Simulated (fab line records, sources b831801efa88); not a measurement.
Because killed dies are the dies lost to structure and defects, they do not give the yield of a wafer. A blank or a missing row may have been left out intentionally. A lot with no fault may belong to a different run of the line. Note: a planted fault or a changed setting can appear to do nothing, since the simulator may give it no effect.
What tool caused it? :: flow gf180mcu :: 14 lots, 42 wafers sampled, at 5 steps of a route of 602

## WHAT THE GAUGES SHOWED, per wafer
GF_HV_LDD_OVL_MEAS_47. Usual: for HV_LDD_03_OVL the level is -1.2 nm and the standard deviation is 1.5.
lot: L622
measured: day 12 10:34
on: overlay-02
HV_LDD_03_OVL (nm): -1.7 -0.4 -2.3
flag: 

lot: L623
measured: day 12 15:04
on: overlay-02
HV_LDD_03_OVL (nm): -0.2 -2.6 -0.8
flag: 

lot: L624
measured: day 13 01:48
on: overlay-02
HV_LDD_03_OVL (nm): -1.8 -2.0 -3.8
flag: 

lot: L627
measured: day 14 00:35
on: overlay-02
HV_LDD_03_OVL (nm): -2.9 -3.4 -5.4
flag: 

lot: L632
measured: day 15 17:24
on: overlay-01
HV_LDD_03_OVL (nm): -0.9 -2.2 -2.1
flag: 

lot: L633
measured: day 16 08:52
on: overlay-01
HV_LDD_03_OVL (nm): -1.3 -0.9 -0.6
flag: 

lot: L638
measured: day 17 21:43
on: overlay-02
HV_LDD_03_OVL (nm): -1.2 -0.5 -3.0
flag: 

lot: L639
measured: day 18 03:34
on: overlay-02
HV_LDD_03_OVL (nm): -1.6 -1.3 -0.7
flag: 

lot: L640
measured: day 18 13:01
on: overlay-01
HV_LDD_03_OVL (nm): 0.8 -2.7 -2.7
flag: 

lot: L641
measured: day 18 22:18
on: overlay-02
HV_LDD_03_OVL (nm): -3.1 -2.0 -1.5
flag: 

lot: L642
measured: day 19 08:33
on: overlay-02
HV_LDD_03_OVL (nm): -1.3 -1.1 0.5
flag: 

lot: L643
measured: day 19 14:24
on: overlay-01
HV_LDD_03_OVL (nm): 1.1 1.0 0.3
flag: 

lot: L644
measured: day 19 21:10
on: overlay-01
HV_LDD_03_OVL (nm): -2.3 -2.5 -2.2
flag: 

lot: L645
measured: day 20 08:34
on: overlay-02
HV_LDD_03_OVL (nm): -1.9 -2.4 -0.9
flag: 

GF_HV_LDD_RS_MEAS_53: measures by four-point-probe. Usual: for HV_LDD_RS the level is 419.1 ohm/sq and the standard deviation is 1.1.
lot: L622
measured: day 12 11:01
on: filmMetro-03
HV_LDD_RS (ohm/sq): 418.5 418.2 419.2
flag: 

lot: L623
measured: day 12 15:32
on: filmMetro-03
HV_LDD_RS (ohm/sq): 418.5 419.2 419.9
flag: 

lot: L624
measured: day 13 02:17
on: filmMetro-04
HV_LDD_RS (ohm/sq): 417.5 416.3 417.3
flag: 

lot: L627
measured: day 14 01:07
on: filmMetro-03
HV_LDD_RS (ohm/sq): 419.9 418.6 419.7
flag: 

lot: L632
measured: day 15 17:52
on: filmMetro-03
HV_LDD_RS (ohm/sq): - - -
flag: OFF

lot: L633
measured: day 16 09:24
on: filmMetro-04
HV_LDD_RS (ohm/sq): - - -
flag: OFF

lot: L638
measured: day 17 22:10
on: filmMetro-03
HV_LDD_RS (ohm/sq): 420.5 420.9 419.9
flag: 

lot: L639
measured: day 18 04:02
on: filmMetro-01
HV_LDD_RS (ohm/sq): 419.9 419.9 418.0
flag: 

lot: L640
measured: day 18 13:31
on: filmMetro-03
HV_LDD_RS (ohm/sq): 419.7 419.0 420.0
flag: 

lot: L641
measured: day 18 22:46
on: filmMetro-01
HV_LDD_RS (ohm/sq): 419.9 418.9 419.4
flag: 

lot: L642
measured: day 19 09:02
on: filmMetro-03
HV_LDD_RS (ohm/sq): 419.6 417.7 419.9
flag: 

lot: L643
measured: day 19 14:52
on: filmMetro-03
HV_LDD_RS (ohm/sq): 420.4 421.3 420.2
flag: 

lot: L644
measured: day 19 21:38
on: filmMetro-04
HV_LDD_RS (ohm/sq): 417.3 419.3 419.4
flag: 

lot: L645
measured: day 20 09:01
on: filmMetro-01
HV_LDD_RS (ohm/sq): 419.0 418.1 418.4
flag: 

GF_PSD_TW_MEAS_11. Usual: for PSD_TW the level is 3191 and the standard deviation is 37.
lot: L622
measured: day 14 06:14
on: filmMetro-02
PSD_TW: 3199 3191 3203
flag: 

lot: L623
measured: day 14 10:32
on: filmMetro-03
PSD_TW: 3158 3141 3137
flag: 

lot: L624
measured: day 14 21:01
on: filmMetro-02
PSD_TW: 3212 3203 3209
flag: 

lot: L627
measured: day 15 22:33
on: filmMetro-02
PSD_TW: 3231 3235 3237
flag: 

lot: L632
measured: day 17 18:10
on: filmMetro-02
PSD_TW: 3234 3233 3216
flag: 

lot: L633
measured: day 18 10:58
on: filmMetro-01
PSD_TW: 3203 3208 3191
flag: 

lot: L638
measured: day 20 01:52
on: filmMetro-01
PSD_TW: 3196 3179 3183
flag: 

lot: L639
measured: day 20 08:28
on: filmMetro-03
PSD_TW: 3141 3154 3153
flag: 

lot: L640
measured: day 20 17:08
on: filmMetro-01
PSD_TW: 3202 3203 3191
flag: 

lot: L641
measured: day 21 02:55
on: filmMetro-02
PSD_TW: 3230 3244 3245
flag: 

lot: L642
measured: day 21 12:31
on: filmMetro-03
PSD_TW: 3152 3153 3162
flag: 

lot: L643
measured: day 21 18:05
on: filmMetro-01
PSD_TW: 3215 3221 3211
flag: 

lot: L644
measured: day 22 01:08
on: filmMetro-02
PSD_TW: 3242 3230 3238
flag: 

lot: L645
measured: day 22 12:22
on: filmMetro-02
PSD_TW: 3233 3225 3234
flag: 

GF_PSD_RS_MEAS_15: measures by four-point-probe. Usual: for PSD_RS the level is 108.71 ohm/sq and the standard deviation is 0.29.
lot: L622
measured: day 14 06:33
on: filmMetro-03
PSD_RS (ohm/sq): 108.57 108.54 109.14
flag: 

lot: L623
measured: day 14 10:55
on: filmMetro-02
PSD_RS (ohm/sq): 109.22 108.76 108.94
flag: 

lot: L624
measured: day 14 21:21
on: filmMetro-03
PSD_RS (ohm/sq): 108.52 108.66 108.36
flag: 

lot: L627
measured: day 15 22:53
on: filmMetro-02
PSD_RS (ohm/sq): 108.98 108.82 109.23
flag: 

lot: L632
measured: day 17 18:29
on: filmMetro-01
PSD_RS (ohm/sq): 108.91 108.56 108.47
flag: 

lot: L633
measured: day 18 11:16
on: filmMetro-01
PSD_RS (ohm/sq): 108.29 108.12 108.14
flag: 

lot: L638
measured: day 20 02:10
on: filmMetro-02
PSD_RS (ohm/sq): 108.40 108.51 108.24
flag: 

lot: L639
measured: day 20 08:46
on: filmMetro-02
PSD_RS (ohm/sq): 109.02 108.80 108.88
flag: 

lot: L640
measured: day 20 17:28
on: filmMetro-02
PSD_RS (ohm/sq): 108.64 108.65 108.45
flag: 

lot: L641
measured: day 21 03:14
on: filmMetro-02
PSD_RS (ohm/sq): 108.49 108.80 108.96
flag: 

lot: L642
measured: day 21 12:51
on: filmMetro-01
PSD_RS (ohm/sq): 108.30 108.08 108.51
flag: 

lot: L643
measured: day 21 18:23
on: filmMetro-01
PSD_RS (ohm/sq): 108.63 108.68 108.47
flag: 

lot: L644
measured: day 22 01:28
on: filmMetro-02
PSD_RS (ohm/sq): 108.97 108.66 108.98
flag: 

lot: L645
measured: day 22 12:40
on: filmMetro-01
PSD_RS (ohm/sq): 108.69 108.64 108.52
flag: 

## WHAT TOOL EACH LOT RAN ON (gives the tool, then ch and the chambers of the sampled wafers, and finally the start)
lot: L622
GF_HV_LDD_IMPLANT_33: implanter-01 ch 0, day 11 14:40

lot: L623
GF_HV_LDD_IMPLANT_33: implanter-01 ch 0, day 11 19:01

lot: L624
GF_HV_LDD_IMPLANT_33: implanter-03 ch 0, day 12 05:34

lot: L627
GF_HV_LDD_IMPLANT_33: implanter-03 ch 0, day 13 03:49

lot: L632
GF_HV_LDD_IMPLANT_33: implanter-01 ch 0, day 14 19:20

lot: L633
GF_HV_LDD_IMPLANT_33: implanter-01 ch 0, day 15 10:35

lot: L638
GF_HV_LDD_IMPLANT_33: implanter-03 ch 0, day 16 22:02

lot: L639
GF_HV_LDD_IMPLANT_33: implanter-02 ch 0, day 17 03:41

lot: L640
GF_HV_LDD_IMPLANT_33: implanter-03 ch 0, day 17 12:41

lot: L641
GF_HV_LDD_IMPLANT_33: implanter-01 ch 0, day 17 22:02

lot: L642
GF_HV_LDD_IMPLANT_33: implanter-01 ch 0, day 18 07:46

lot: L643
GF_HV_LDD_IMPLANT_33: implanter-01 ch 0, day 18 13:31

lot: L644
GF_HV_LDD_IMPLANT_33: implanter-01 ch 0, day 18 20:25

lot: L645
GF_HV_LDD_IMPLANT_33: implanter-02 ch 0, day 19 07:38
- GF_HV_LDD_IMPLANT_33

## AS READ BY THE TOOLS THEMSELVES (means over the sampled wafers that have a number; for cases with no such wafer, the mark the record gives instead)
GF_HV_LDD_IMPLANT_33. Usual: tiltDeg 29.999 degrees, standard deviation 0.021.
lot: L622
tool: implanter-01
tiltDeg (degrees): 30.003
flag: 

lot: L623
tool: implanter-01
tiltDeg (degrees): 30.010
flag: 

lot: L624
tool: implanter-03
tiltDeg (degrees): 30.006
flag: 

lot: L627
tool: implanter-03
tiltDeg (degrees): 30.017
flag: 

lot: L632
tool: implanter-01
tiltDeg (degrees): 22.118
flag: OFF

lot: L633
tool: implanter-01
tiltDeg (degrees): 22.128
flag: OFF

lot: L638
tool: implanter-03
tiltDeg (degrees): 29.984
flag: 

lot: L639
tool: implanter-02
tiltDeg (degrees): 29.996
flag: 

lot: L640
tool: implanter-03
tiltDeg (degrees): 29.953
flag: 

lot: L641
tool: implanter-01
tiltDeg (degrees): 29.987
flag: 

lot: L642
tool: implanter-01
tiltDeg (degrees): 29.995
flag: 

lot: L643
tool: implanter-01
tiltDeg (degrees): 29.978
flag: 

lot: L644
tool: implanter-01
tiltDeg (degrees): 30.007
flag: 

lot: L645
tool: implanter-02
tiltDeg (degrees): 30.013
flag: 

## THE ANSWER, worked out from the rows above alone
Rule: lot off if the mean of its wafers having a number is beyond 3 standard deviations from the usual mean. Also off: a lot with no number at a reading for which 4 or more lots have one. Any other lot the step has rows for is counted as sound. After the gauges, taken in route order, come the tools' own readings; for these a lot's mean is taken, as printed above. The first step at which some lot is off is used, and at that step the reading that is off furthest; a lot without a number counts as furthest.
Off: L632, L633, at GF_HV_LDD_RS_MEAS_53 (HV_LDD_RS). Without a number there: L632, L633.
If a tool, at a process step before that reading, ran all the lots that are off and no sound lot after the first of them, it fits. Not tried: the gauges at GF_HV_LDD_RS_MEAS_53; whatever is off there is also off at GF_HV_LDD_IMPLANT_33, on other tools, and gauge error can't account for it. Not one of the candidates tried fits.

## WHAT WAS PUT IN BY THE SIMULATOR
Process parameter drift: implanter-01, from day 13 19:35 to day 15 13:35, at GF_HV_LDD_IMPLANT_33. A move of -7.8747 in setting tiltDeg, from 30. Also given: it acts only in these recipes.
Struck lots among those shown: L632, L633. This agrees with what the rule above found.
